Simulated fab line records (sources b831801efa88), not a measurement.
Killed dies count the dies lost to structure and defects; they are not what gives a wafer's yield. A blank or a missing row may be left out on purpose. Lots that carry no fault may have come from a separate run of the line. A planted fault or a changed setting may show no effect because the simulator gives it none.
fab line records	flow sfq_line
[record] lots = 14	wafers = 42	last_day = 91
route steps=325 shown L0@3 I0@53 A5B@209 I6@279
lots that met no fault: taken from a fault-free run of the same line
start_h: start of the lot's first displayed wafer, in hours after the record's first day	wait_h: hours elapsed since this lot's preceding step	" unchanged from the row above	L1.1+2: a single row standing in for several wafers	- no value, or no start was given	* or withheld: withheld	< > ~ a bound
route shown NAME@n: a module of which the file shows steps, and the number in the route of the first	usual: mean/standard deviation of fault-free wafers	same: alike in all rows	chamber/n: place in a boat	sites: the reading at each site	_std_site: how widely they spread, as a standard deviation	_edge_site: outer sites' mean less inner sites'	radius_mm: how far each site lies from the wafer's centre	mask NAME#n: copy n	behind: tool/chamber where the wafer was last shaped	hold: the reason the lot was held/the length of the hold in hours/how it ended	device: the transistor (n, p or np) that didn't switch	end of line: tests of these same wafers at the route's end	a step with no rows: only its recipe	killed: not the wafer's yield, but the dies lost to structure and defects at the first sort	map: a wafer's dies, marking killed ones x, the rest . and places with no die _
set.NAME: the setting the step ran with; set.NAME@STEP: the setting that earlier step ran with	model.NAME: the simulator's own value behind a step, which no gauge read
the route's steps for a sample of lots (tables are steps, rows are wafers)
services: a tool's chamber out of use, with start hour (start_h, from the record's first day; less than 0 if before it), hours out, and reason
[[steps]]
[step SFQ_TRILAYER_L0_DEP_SPUTTER_003]
[recipe] material = MoNx_KI	base_pressure_pa = 1.33e-06	target_thk_nm = 40	power_w = 800	time_s = 102.5	chamber_pressure_pa = 0.4
[usual] throttle_valve_pct = 30.1/0.9
lot.wafer	tool	chamber	start_h	wait_h	throttle_valve_pct
L787.3	pvd_sputter-05	-	12.49	0.0	31.0
L787.4	"	-	"	"	30.6
L787.6	"	-	"	"	30.6
L788.2	pvd_sputter-06	-	17.49	0.0	30.5
L788.3	"	-	"	"	30.3
L788.5	"	-	"	"	29.0
L790.2	pvd_sputter-05	-	27.49	0.0	30.4
L790.5	"	-	"	"	30.3
L790.6	"	-	"	"	30.7
L791.1	pvd_sputter-05	-	32.49	0.0	30.3
L791.2	"	-	"	"	30.4
L791.4	"	-	"	"	31.1
L791.1	pvd_sputter-05	-	32.73	0.2	30.3
L791.2	"	-	"	"	29.9
L791.4	"	-	"	"	30.9
L799.2	pvd_sputter-05	-	72.49	0.0	31.2
L799.3	"	-	"	"	30.4
L799.6	"	-	"	"	30.3
L799.2	pvd_sputter-05	-	72.73	0.2	31.0
L799.3	"	-	"	"	30.7
L799.6	"	-	"	"	30.0
L800.2	pvd_sputter-05	-	77.49	0.0	30.8
L800.3	"	-	"	"	30.6
L800.6	"	-	"	"	30.3
L801.1	pvd_sputter-06	-	82.49	0.0	29.4
L801.3	"	-	"	"	30.0
L801.4	"	-	"	"	28.8
L802.3	pvd_sputter-03	-	87.49	0.0	27.6
L802.5	"	-	"	"	30.3
L802.6	"	-	"	"	31.7
L803.1	pvd_sputter-03	-	92.49	0.0	31.7
L803.2	"	-	"	"	27.8
L803.6	"	-	"	"	27.8
L804.3	pvd_sputter-06	-	97.49	0.0	29.4
L804.4	"	-	"	"	30.1
L804.6	"	-	"	"	28.8
L805.2	pvd_sputter-05	-	102.49	0.0	30.4
L805.4	"	-	"	"	30.3
L805.5	"	-	"	"	29.9
L806.1	pvd_sputter-05	-	107.49	0.0	30.9
L806.4	"	-	"	"	30.1
L806.5	"	-	"	"	30.3
L809.1	pvd_sputter-03	-	122.49	0.0	31.3
L809.2	"	-	"	"	30.6
L809.3	"	-	"	"	30.1
L810.1	pvd_sputter-05	-	127.49	0.0	30.3
L810.3	"	-	"	"	30.4
L810.5	"	-	"	"	30.1
[step SFQ_L0_RS_MEAS_901]
[recipe] thk_meas_gauge = four-point-probe	reads = MoNx_KI_of_TRILAYER_L0_DEP_SPUTTER_003
[usual] L0_MONX_KI_RS = 42.5/0.42
lot.wafer	tool	chamber	start_h	wait_h	L0_MONX_KI_RS[ohm/sq]
L787.3	film_metro-02	-	12.60	0.1	43.0
L787.4	"	-	"	"	42.7
L787.6	"	-	"	"	42.8
L788.2	film_metro-01	-	17.58	0.1	42.7
L788.3	"	-	"	"	42.9
L788.5	"	-	"	"	42.6
L790.2	film_metro-04	-	27.58	0.1	43.2
L790.5	"	-	"	"	43.0
L790.6	"	-	"	"	42.9
L791.1	film_metro-04	-	32.80	0.0	21.2
L791.2	"	-	"	"	21.1
L791.4	"	-	"	"	21.2
L799.2	film_metro-04	-	72.82	0.1	21.3
L799.3	"	-	"	"	21.4
L799.6	"	-	"	"	21.2
L800.2	film_metro-01	-	77.66	0.1	42.9
L800.3	"	-	"	"	42.8
L800.6	"	-	"	"	42.5
L801.1	film_metro-04	-	82.56	0.0	41.9
L801.3	"	-	"	"	42.3
L801.4	"	-	"	"	41.7
L802.3	film_metro-04	-	87.60	0.1	42.7
L802.5	"	-	"	"	42.8
L802.6	"	-	"	"	42.5
L803.1	film_metro-04	-	92.64	0.1	42.5
L803.2	"	-	"	"	42.5
L803.6	"	-	"	"	42.2
L804.3	film_metro-01	-	97.60	0.1	42.6
L804.4	"	-	"	"	42.6
L804.6	"	-	"	"	42.6
L805.2	film_metro-04	-	102.58	0.1	42.9
L805.4	"	-	"	"	42.4
L805.5	"	-	"	"	42.5
L806.1	film_metro-02	-	107.56	0.0	42.6
L806.4	"	-	"	"	42.7
L806.5	"	-	"	"	42.6
L809.1	film_metro-01	-	122.56	0.0	43.1
L809.2	"	-	"	"	42.6
L809.3	"	-	"	"	43.0
L810.1	film_metro-01	-	127.56	0.0	42.2
L810.3	"	-	"	"	42.6
L810.5	"	-	"	"	42.5
[step SFQ_L0_THK_MEAS_902]
[recipe] thk_meas_gauge = xrf	reads = MoNx_KI_of_TRILAYER_L0_DEP_SPUTTER_003
[usual] L0_MONX_KI_THK = 41.3/0.46
lot.wafer	tool	chamber	start_h	wait_h	L0_MONX_KI_THK[nm]
L787.3	film_metro-02	-	12.70	0.1	40.9
L787.4	"	-	"	"	41.2
L787.6	"	-	"	"	41.1
L788.2	film_metro-01	-	17.69	0.1	40.9
L788.3	"	-	"	"	41.0
L788.5	"	-	"	"	41.3
L790.2	film_metro-04	-	27.69	0.1	40.7
L790.5	"	-	"	"	40.4
L790.6	"	-	"	"	40.7
L791.1	film_metro-04	-	32.92	0.1	82.8
L791.2	"	-	"	"	83.4
L791.4	"	-	"	"	82.4
L799.2	film_metro-04	-	72.93	0.1	82.9
L799.3	"	-	"	"	81.8
L799.6	"	-	"	"	82.7
L800.2	film_metro-01	-	77.77	0.1	40.9
L800.3	"	-	"	"	41.1
L800.6	"	-	"	"	41.6
L801.1	film_metro-04	-	82.68	0.1	41.9
L801.3	"	-	"	"	41.5
L801.4	"	-	"	"	42.1
L802.3	film_metro-04	-	87.70	0.1	40.7
L802.5	"	-	"	"	41.1
L802.6	"	-	"	"	41.2
L803.1	film_metro-04	-	92.76	0.1	41.5
L803.2	"	-	"	"	41.4
L803.6	"	-	"	"	41.6
L804.3	film_metro-01	-	97.70	0.1	41.7
L804.4	"	-	"	"	41.3
L804.6	"	-	"	"	41.2
L805.2	film_metro-04	-	102.69	0.1	40.8
L805.4	"	-	"	"	41.3
L805.5	"	-	"	"	41.3
L806.1	film_metro-02	-	107.68	0.1	41.1
L806.4	"	-	"	"	40.8
L806.5	"	-	"	"	41.0
L809.1	film_metro-01	-	122.68	0.1	40.4
L809.2	"	-	"	"	40.9
L809.3	"	-	"	"	40.7
L810.1	film_metro-01	-	127.68	0.1	41.3
L810.3	"	-	"	"	41.0
L810.5	"	-	"	"	41.1
[step SFQ_TRILAYER_L0_ETCH_METAL_ETCH_008]
[recipe] target = MoNx_KI	stop_on = SiO2	mask_material = PR	chemistry = SF6/O2	target_depth_nm = 50	icp_w = 600	bias_w = 80	pressure_mtorr = 10	time_s = 25
[usual] drypump_motor_current_A = 5.7/0.42	oes_product_au = 0.887/0.0066
lot.wafer	tool	chamber	start_h	wait_h	drypump_motor_current_A	oes_product_au	rf_hours_counter_h
L787.3	rie_metal-04	1	75.85	0.0	5.8	0.883	-
L787.4	"	0	"	"	5.1	0.886	-
L787.6	"	1	"	"	5.8	0.889	-
L788.2	rie_metal-02	0	77.03	0.0	6.3	0.890	108
L788.3	"	1	"	"	5.4	0.888	-
L788.5	"	0	"	"	6.3	0.887	-
L790.2	rie_metal-02	0	80.63	0.0	6.3	0.881	109
L790.5	"	1	"	"	5.4	0.885	-
L790.6	"	0	"	"	6.3	0.877	-
L791.1	rie_metal-04	1	81.83	0.0	5.8	0.993	165
L791.2	"	0	"	"	5.1	0.997	59
L791.4	"	1	"	"	5.8	1.003	-
L799.2	rie_metal-04	1	150.05	0.0	5.9	1.006	174
L799.3	"	0	"	"	5.1	1.001	-
L799.6	"	0	"	"	5.1	1.002	-
L800.2	rie_metal-02	1	156.05	0.0	5.4	0.879	123
L800.3	"	1	"	"	5.4	0.888	-
L800.6	"	1	"	"	5.5	0.887	-
L801.1	rie_metal-04	0	167.15	0.0	5.1	0.894	69
L801.3	"	0	"	"	5.1	0.883	-
L801.4	"	1	"	"	5.8	0.896	-
L802.3	rie_metal-02	1	175.57	0.0	5.4	0.883	-
L802.5	"	1	"	"	5.5	0.885	-
L802.6	"	0	"	"	6.3	0.893	-
L803.1	rie_metal-04	0	181.55	0.0	5.1	0.884	71
L803.2	"	1	"	"	5.8	0.880	177
L803.6	"	0	"	"	5.1	0.885	-
L804.3	rie_metal-03	1	184.84	0.0	6.0	0.887	-
L804.4	"	0	"	"	6.1	0.883	-
L804.6	"	1	"	"	6.0	0.884	-
L805.2	rie_metal-04	0	190.63	0.0	5.1	0.878	72
L805.4	"	0	"	"	5.1	0.891	-
L805.5	"	0	"	"	5.1	0.885	-
L806.1	rie_metal-04	1	195.85	0.0	5.9	0.894	179
L806.4	"	1	"	"	5.9	0.893	-
L806.5	"	1	"	"	5.8	0.886	-
L809.1	rie_metal-03	1	213.87	0.0	6.0	0.882	187
L809.2	"	0	"	"	6.1	0.877	45
L809.3	"	1	"	"	6.0	0.883	-
L810.1	rie_metal-02	1	219.85	0.0	5.4	0.884	132
L810.3	"	1	"	"	5.4	0.885	-
L810.5	"	1	"	"	5.4	0.884	-
[step SFQ_I0_OVL_MEAS_908]
[usual] I0_OVL = 2/5.7
lot.wafer	tool	chamber	start_h	wait_h	I0_OVL[nm]
L787.3	overlay-01	-	388.91	0.1	3
L787.4	"	-	"	"	3
L787.6	"	-	"	"	4
L788.2	overlay-02	-	394.91	0.1	3
L788.3	"	-	"	"	4
L788.5	"	-	"	"	6
L790.2	overlay-01	-	398.51	0.1	8
L790.5	"	-	"	"	4
L790.6	"	-	"	"	0
L791.1	overlay-02	-	400.90	0.1	3
L791.2	"	-	"	"	5
L791.4	"	-	"	"	11
L799.2	overlay-02	-	511.32	0.1	8
L799.3	"	-	"	"	6
L799.6	"	-	"	"	9
L800.2	overlay-02	-	534.72	0.1	-3
L800.3	"	-	"	"	1
L800.6	"	-	"	"	-7
L801.1	overlay-01	-	557.51	0.1	4
L801.3	"	-	"	"	4
L801.4	"	-	"	"	0
L802.3	overlay-02	-	569.52	0.1	-1
L802.5	"	-	"	"	3
L802.6	"	-	"	"	0
L803.1	overlay-02	-	577.91	0.1	-2
L803.2	"	-	"	"	0
L803.6	"	-	"	"	-2
L804.3	overlay-01	-	582.72	0.1	5
L804.4	"	-	"	"	3
L804.6	"	-	"	"	-1
L805.2	overlay-02	-	594.72	0.1	-1
L805.4	"	-	"	"	3
L805.5	"	-	"	"	1
L806.1	overlay-02	-	598.78	0.1	-9
L806.4	"	-	"	"	-10
L806.5	"	-	"	"	3
L809.1	overlay-01	-	621.80	0.1	-9
L809.2	"	-	"	"	-10
L809.3	"	-	"	"	-6
L810.1	overlay-02	-	629.51	0.1	6
L810.3	"	-	"	"	1
L810.5	"	-	"	"	-2
[step SFQ_TRILAYER_A5B_DEP_PECVD_129]
[recipe] material = SiO2	temp_c = 150	time_s = 133.33	pressure_torr = 2.4	rf_w = 183.3	precursor = SiH4/N2O	target_thk_nm = 600
[usual] heater_power_w = 78/13	throttle_valve_pct = 25.3/1.1
lot.wafer	tool	chamber	start_h	wait_h	heater_power_w	throttle_valve_pct
L787.3	pecvd-02	2	1202.27	0.0	71	24.9
L787.4	"	0	"	"	74	25.0
L787.6	"	2	"	"	77	24.8
L788.2	pecvd-01	0	1204.70	0.0	95	24.4
L788.3	"	2	"	"	69	26.0
L788.5	"	1	"	"	76	26.4
L790.2	pecvd-03	1	1221.47	0.0	79	25.5
L790.5	"	1	"	"	80	25.6
L790.6	"	0	"	"	81	22.6
L791.1	pecvd-02	0	1233.47	0.0	70	25.0
L791.2	"	1	"	"	59	24.3
L791.4	"	2	"	"	70	25.1
L799.2	pecvd-01	0	1317.98	0.0	108	25.0
L799.3	"	1	"	"	83	26.6
L799.6	"	1	"	"	69	26.4
L800.2	pecvd-01	2	1326.10	0.0	74	26.2
L800.3	"	0	"	"	112	24.7
L800.6	"	1	"	"	82	26.6
L801.1	pecvd-03	1	1342.60	0.0	77	26.5
L801.3	"	2	"	"	82	25.3
L801.4	"	1	"	"	82	26.2
L802.3	pecvd-02	0	1345.00	0.0	75	25.2
L802.5	"	1	"	"	55	24.7
L802.6	"	2	"	"	74	24.9
L803.1	pecvd-01	2	1348.76	0.0	80	26.1
L803.2	"	0	"	"	111	24.7
L803.6	"	2	"	"	66	26.3
L804.3	pecvd-02	1	1376.94	0.0	49	24.7
L804.4	"	1	"	"	53	24.8
L804.6	"	2	"	"	81	25.4
L805.2	pecvd-01	0	1378.31	0.0	103	24.1
L805.4	"	1	"	"	81	26.8
L805.5	"	2	"	"	67	26.3
L806.1	pecvd-01	2	1380.71	0.0	81	26.0
L806.4	"	1	"	"	86	26.6
L806.5	"	2	"	"	67	26.2
L809.1	pecvd-03	1	1536.85	0.0	72	27.2
L809.2	"	2	"	"	83	26.2
L809.3	"	0	"	"	71	23.2
L810.1	pecvd-02	2	1539.42	0.0	78	25.7
L810.3	"	1	"	"	55	24.9
L810.5	"	0	"	"	69	25.7
[step SFQ_TRILAYER_I6_VIA_STRIP_STRIP_173]
[recipe] gas = O2	power_w = 200	platen_temp_c = 40	overash_fraction = 0.65	chemistry = O2	pressure_mtorr = 50
[usual] drypump_motor_current_A = 5.9/0.4	oes_product_au = 1.002/0.0071
lot.wafer	tool	chamber	start_h	wait_h	drypump_motor_current_A	oes_product_au	rf_hours_counter_h
L787.3	rie_metal-01	0	1798.91	-	6.5	0.999	-
L787.4	"	1	"	"	5.9	1.007	-
L787.6	"	1	"	"	5.9	1.000	-
L788.2	rie_metal-03	0	1799.91	-	6.1	1.000	136
L788.3	"	1	"	"	6.0	0.995	-
L788.5	"	1	"	"	6.0	0.993	-
L790.2	rie_metal-03	0	1822.71	-	6.1	1.011	141
L790.5	"	0	"	"	6.1	1.012	-
L790.6	"	1	"	"	6.0	0.998	-
L791.1	rie_metal-04	0	1826.31	-	5.1	1.007	20
L791.2	"	1	"	"	5.8	1.003	83
L791.4	"	0	"	"	5.1	1.011	-
L799.2	rie_metal-04	0	1893.79	-	5.1	1.002	30
L799.3	"	0	"	"	5.1	1.005	-
L799.6	"	0	"	"	5.1	0.995	-
L800.2	rie_metal-04	1	1899.79	-	5.8	1.012	94
L800.3	"	1	"	"	5.8	1.002	-
L800.6	"	0	"	"	5.1	1.011	-
L801.1	rie_metal-04	0	1919.11	-	5.1	0.998	33
L801.3	"	0	"	"	5.1	1.008	-
L801.4	"	1	"	"	5.8	1.005	-
L802.3	rie_metal-01	0	1920.51	-	6.4	0.991	-
L802.5	"	0	"	"	6.4	0.986	-
L802.6	"	1	"	"	5.9	1.008	-
L803.1	rie_metal-03	1	1921.51	-	6.0	0.998	104
L803.2	"	0	"	"	6.1	1.004	9
L803.6	"	0	"	"	6.1	1.005	-
L804.3	rie_metal-03	1	1942.11	-	6.0	1.000	-
L804.4	"	0	"	"	6.1	0.990	-
L804.6	"	1	"	"	6.0	1.009	-
L805.2	rie_metal-03	1	1955.91	-	6.0	0.998	107
L805.4	"	1	"	"	6.0	1.008	-
L805.5	"	1	"	"	6.0	1.006	-
L806.1	rie_metal-01	0	1957.19	-	6.5	1.002	85
L806.4	"	0	"	"	6.5	0.998	-
L806.5	"	0	"	"	6.5	1.007	-
L809.1	rie_metal-04	0	1985.91	-	5.1	1.005	40
L809.2	"	1	"	"	5.8	1.009	103
L809.3	"	1	"	"	5.8	1.002	-
L810.1	rie_metal-04	0	1993.11	-	5.1	1.010	41
L810.3	"	0	"	"	5.1	1.004	-
L810.5	"	0	"	"	5.1	0.994	-
[[services]]
tool	chamber	start_h	hours	kind
pvd_sputter-05	-	-9.39	12.7	repair
rie_metal-04	-	-8.90	0.4	repair
pvd_sputter-05	-	121.50	1.6	repair
rie_metal-04	1	239.92	8.4	repair
rie_metal-04	-	253.39	2.8	pm
rie_metal-04	-	448.85	15.6	pm
pvd_sputter-05	-	522.14	1.0	repair
rie_metal-04	0	679.11	6.2	repair
pvd_sputter-05	-	682.48	3.6	repair
rie_metal-04	1	703.01	1.0	repair
pvd_sputter-05	-	809.29	1.7	repair
pvd_sputter-05	-	1046.92	1.5	repair
pvd_sputter-05	-	1058.64	5.4	repair
rie_metal-04	0	1063.00	20.2	repair
pvd_sputter-05	-	1132.50	1.9	repair
pvd_sputter-05	-	1296.85	3.3	repair
pvd_sputter-05	-	1325.11	19.0	repair
rie_metal-04	-	1353.39	2.8	pm
pvd_sputter-05	-	1451.01	8.4	repair
pvd_sputter-05	-	1519.68	7.5	repair
rie_metal-04	-	1637.14	1.4	pm
rie_metal-04	1	1764.57	5.7	repair
pvd_sputter-05	-	1837.01	0.8	repair
pvd_sputter-05	-	1839.70	2.4	repair
[[key]]
[first_sign] step = SFQ_TRILAYER_L0_DEP_SPUTTER_003	reading = visit	direction = added
[effect] step = SFQ_L0_RS_MEAS_901	reading = L0_MONX_KI_RS	direction = down	sigmas = 50	usual = 42.5	struck = 21.2
[effect] step = SFQ_L0_THK_MEAS_902	reading = L0_MONX_KI_THK	direction = up	sigmas = 90	usual = 41.3	struck = 82.7
[effect] step = SFQ_TRILAYER_L0_ETCH_METAL_ETCH_008	reading = oes_product_au	direction = up	sigmas = 17	usual = 0.887	struck = 1.000
met_at SFQ_TRILAYER_L0_DEP_SPUTTER_003
struck_lots L791,L799
not_acting_at SFQ_I0_OVL_MEAS_908,SFQ_TRILAYER_A5B_DEP_PECVD_129,SFQ_TRILAYER_I6_VIA_STRIP_STRIP_173
[fault] kind = repeated_step_whole	tool = pvd_sputter-03,pvd_sputter-05,pvd_sputter-06	chamber = -	onset_h = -	steps = SFQ_TRILAYER_L0_DEP_SPUTTER_003	times = 1	scope = struck_lots_only
